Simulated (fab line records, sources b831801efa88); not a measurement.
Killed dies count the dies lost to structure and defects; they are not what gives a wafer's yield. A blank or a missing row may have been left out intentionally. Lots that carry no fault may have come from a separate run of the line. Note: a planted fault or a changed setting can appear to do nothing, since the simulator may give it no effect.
Comparing a struck lot with a sound one + flow gf180mcu + 32 out of 602 route steps
Sound: the wafers L657.2, L657.5, L657.6. The struck wafers were L652.1, L652.2, L652.5. The cause is named last.
Each step with rows lists, per side, the tool, then ch with its chambers, then its first start. Under that, the readings that differ: sound wafers + struck wafers + difference of the means + sigmas: that difference in standard deviations of wafers without a fault.
alike: a reading whose means differ by less than 2 such deviations, as well as words and numbers matching on both sides. not compared: withheld readings; readings where some wafer has no value; bounds like >300 that might hide an equal value; numbers whose values overlap and for which the record gives no deviation.
A row with sigmas, a row that says differs or no value, or rows on one side alone: a step with any of these is where the two part. When numbers do not overlap yet have no deviation, they are printed without sigmas and do not part them. Lack of a reading on every wafer of one side parts them only where that side has two or more wafers.

GF_SAB_ETCH_11: etches SiO2 in C4F8/O2/Ar, target depth 55 nm, time 8.5 s.
  sound on rie-diel-03 ch 1,2, day 21 12:04; struck on rie-diel-03 ch 0,1,2, day 19 12:59
  alike: chamber-pressure-mTorr, oes-product-au
  not compared: rf-hours-counter-h
then, 1 step without rows for these wafers: GF_SAB_WET_ETCH_12 (etches SiO2 in dHF, target depth 22 nm, time 440 s).
GF_SAB_STRIP_13: strips in O2/N2.
  sound on plasma-asher-02 ch 0,1, day 21 12:13; struck on plasma-asher-02 ch 0,1, day 19 13:09
  alike: chamber-pressure-mTorr, drypump-motor-current-A, heater-power-w, n2-flow-sccm, oes-product-au, strip-time-to-endpoint-s
  not compared: rf-hours-counter-h
then, 4 steps without rows for these wafers: GF_SALICIDE_CLEAN_00 (cleans in SC1/SC2, time 150 s); GF_SALICIDE_WET_ETCH_01 (etches SiO2 in dHF, target depth 5 nm, time 100 s); GF_SALICIDE_SPUTTER_02 (material Co, target thk 10 nm, time 20 s); GF_SALICIDE_SPUTTER_03 (material TiN, target thk 20 nm, time 16.7 s).
GF_SALICIDE_RS_MEAS_04: a four-point-probe measurement.
  struck on film-metro-02, day 19 13:23; sound on film-metro-02, day 21 12:29
  alike: SALICIDE_TIN_RS
GF_SALICIDE_THK_MEAS_05: measures by xrf.
  struck on film-metro-02, day 19 13:31; sound on film-metro-02, day 21 12:35
  alike: SALICIDE_TIN_THK
GF_SALICIDE_RTA_06: time 30 s.
  sound on rtp-anneal-02 ch 0, day 21 12:40; struck on rtp-anneal-02 ch 0, day 19 13:34
  alike: lamp-power-pct, wafer_temp_C_max
then, 2 steps without rows for these wafers: GF_SALICIDE_WET_ETCH_07 (etches the open film in SPM, target depth 120 nm); GF_SALICIDE_RTA_08 (time 30 s).
GF_CONTACT_CVD_00: deposits SiO2, target thk 300 nm, time 50 s.
  sound on hdpcvd-02 ch 0,2, day 21 12:58; struck on hdpcvd-01 ch 1,2, day 19 14:04
GF_CONTACT_THK_MEAS_01:
  struck on film-metro-04, day 19 14:07; sound on film-metro-04, day 21 13:01
| reading                 | sound             | struck            | difference | sigmas |
|-------------------------|-------------------|-------------------|------------|--------|
| CONTACT_CVD_00_THK (nm) | 301.9 301.4 303.0 | 597.9 598.1 600.3 | +296.7     | +99    |
then, 1 step without rows for these wafers: GF_CONTACT_CVD_02 (deposits SiO2 from TEOS, target thk 860 nm, time 95.992 s).
GF_CONTACT_THK_MEAS_03:
  struck on film-metro-03, day 19 14:17; sound on film-metro-01, day 21 13:08
| reading                 | sound       | struck      | difference | sigmas |
|-------------------------|-------------|-------------|------------|--------|
| CONTACT_CVD_02_THK (nm) | 861 885 871 | 837 835 852 | -31        | -3     |
GF_CONTACT_CMP_04: polishes SiO2.
  sound on cmp-01 ch 1,2, day 21 13:11; struck on cmp-02 ch 2,3, day 19 14:20
| reading                | sound       | struck   | difference | sigmas |
|------------------------|-------------|----------|------------|--------|
| time-to-endpoint-s (s) | 112 119 112 | 96 97 99 | -17        | -3     |
  alike: edge-zone-pressure-frac, motor-current-A
GF_CONTACT_BOW_MEAS_05:
  struck on film-metro-01, day 19 14:40; sound on film-metro-01, day 21 13:31
  alike: CONTACT_BOW
then, 8 steps without rows for these wafers: GF_CONTACT_DEHYDRATE_06 (time 60 s); GF_CONTACT_HMDS_07 (prime time 60 s); GF_CONTACT_COAT_08; GF_CONTACT_COAT_09 (resist thk 1000 nm); GF_CONTACT_SOFTBAKE_10 (time 60 s); GF_CONTACT_EXPOSE_11 (exposes mask Contact, target cd 220 nm); GF_CONTACT_PEB_12 (peb time 90 s); GF_CONTACT_DEVELOP_13 (develop time 60 s).
GF_CONTACT_CD_MEAS_14: target cd 220 nm.
  struck on cd-sem-02, day 20 14:04; sound on cd-sem-02, day 22 13:04
  alike: cd-nm
GF_CONTACT_OVL_MEAS_15:
  struck on overlay-01, day 20 14:11; sound on overlay-02, day 22 13:10
  alike: CONTACT_OVL
then, 1 step without rows for these wafers: GF_CONTACT_ETCH_16 (etches BARC in N2/H2).
GF_CONTACT_ETCH_17: etches SiO2 in C4F8/O2/Ar, stops on CoSi2, target depth 860 nm.
  sound on rie-diel-03 ch 0,1; struck on rie-diel-01 ch 0,1,3
| reading                             | sound             | struck            | difference | sigmas |
|-------------------------------------|-------------------|-------------------|------------|--------|
| oes-product-au (a.u.)               | 0.814 0.814 0.815 | 0.959 0.971 0.966 | +0.151     | +31    |
| model.etch.depth-nm (nm)            | 863.1 862.1 863   | 1157 1157 1160    | +295       |        |
| model.CONTACT.feature-depth-nm (nm) | 863.1 862.1 863   | 1157 1157 1160    | +295       |        |
  alike: chamber-pressure-mTorr
GF_CONTACT_STRIP_18: strips in O2/N2.
  sound on plasma-asher-01 ch 0,1, day 22 13:22; struck on plasma-asher-04 ch 0,1, day 20 14:23
| reading                     | sound          | struck         | difference | sigmas |
|-----------------------------|----------------|----------------|------------|--------|
| drypump-motor-current-A (A) | 5.28 5.25 5.49 | 6.25 5.84 6.26 | +0.78      | +3     |
  alike: chamber-pressure-mTorr, heater-power-w, n2-flow-sccm, oes-product-au
  not compared: rf-hours-counter-h
-- the record jumps here: 12 days lie between the struck wafers' starts before and after (it left off in module CONTACT and takes up again in module PASSIVATION, whose first step shown is number 602 of the route) --
GF_PASSIVATION_PROBE_99:
  struck on prober-01, day 32 12:09; sound on prober-02, day 33 19:15
| reading                          | sound             | struck            | difference | sigmas |
|----------------------------------|-------------------|-------------------|------------|--------|
| model.etest.contact-pplus.rc-ohm | 5.034 5.358 5.012 | 6.446 6.283 6.562 | +1.296     |        |
| model.etest.contact-nplus.rc-ohm | 5.23 5.007 4.987  | 6.255 6.039 6.352 | +1.141     |        |
| model.etest.contact-poly.rc-ohm  | 5.614 5.898 5.782 | 7.015 6.854 7.05  | +1.208     |        |

== WHERE THEY PART ==
Last at GF_CONTACT_STRIP_18 as far as this record goes, first at GF_CONTACT_THK_MEAS_01.

WHY: what had been put in by the simulator
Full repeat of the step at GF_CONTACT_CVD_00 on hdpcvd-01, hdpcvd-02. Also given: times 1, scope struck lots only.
